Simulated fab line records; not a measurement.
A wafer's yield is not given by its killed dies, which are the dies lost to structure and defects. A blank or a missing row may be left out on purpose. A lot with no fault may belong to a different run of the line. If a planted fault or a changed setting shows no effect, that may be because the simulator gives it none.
One fault through the eyes of 2 desks | flow gf180mcu | numbers are kept per desk, each desk with only its own; the story behind them comes last

== AT THE METROLOGY DESK ==
Lot by lot, what the gauges showed, no matter which tool ran the lot: averages of those sampled wafers that carry a number. If a lot's mean is further than 4 standard deviations from the usual mean, the lot is out of limits and carries the mark OUT (the distance appears in the brackets).
Columns: A = V2_W_RS at GF_V2_RS_MEAS_24, usual 0.324 ohm/sq; B = V2_W_THK at GF_V2_THK_MEAS_25, usual 344 nm
lot  | first seen here | A     | B
L971 | day 20 03:31    | 0.325 | 342
L977 | day 22 14:23    | 0.327 | 333
L986 | day 25 15:52    | 0.322 | 342
L987 | day 26 01:43    | 0.327 | 340
L988 | day 26 08:25    | 0.323 | 341
This desk found nothing out of limits on any of the 5 lots.

== TOOL OWNER'S DESK, pvd sputter-01 ==
The tool's own readings at GF_M3_SPUTTER_03 (material Ti, target thk 10 nm, time 6.7 s): means of the sampled wafers that have a number, for each lot that ran on this tool. If a lot's mean is further than 4 standard deviations from the usual mean, the lot is out of limits and carries the mark OUT (the distance appears in the brackets).
Columns: A = throttle valve pct at GF_M3_SPUTTER_03, usual 30.1 %
lot  | first seen here | A
L971 | day 20 04:10    | 30.2
L977 | day 22 15:01    | 30.2
L988 | day 26 09:02    | 30.4
This desk found nothing out of limits on any of the 3 lots.

== BROUGHT TOGETHER ==
At the metrology desk, nothing out of limits was observed.
The desk of the tool owner found nothing out of limits.

== WHAT THE SIMULATOR HAD PUT IN ==
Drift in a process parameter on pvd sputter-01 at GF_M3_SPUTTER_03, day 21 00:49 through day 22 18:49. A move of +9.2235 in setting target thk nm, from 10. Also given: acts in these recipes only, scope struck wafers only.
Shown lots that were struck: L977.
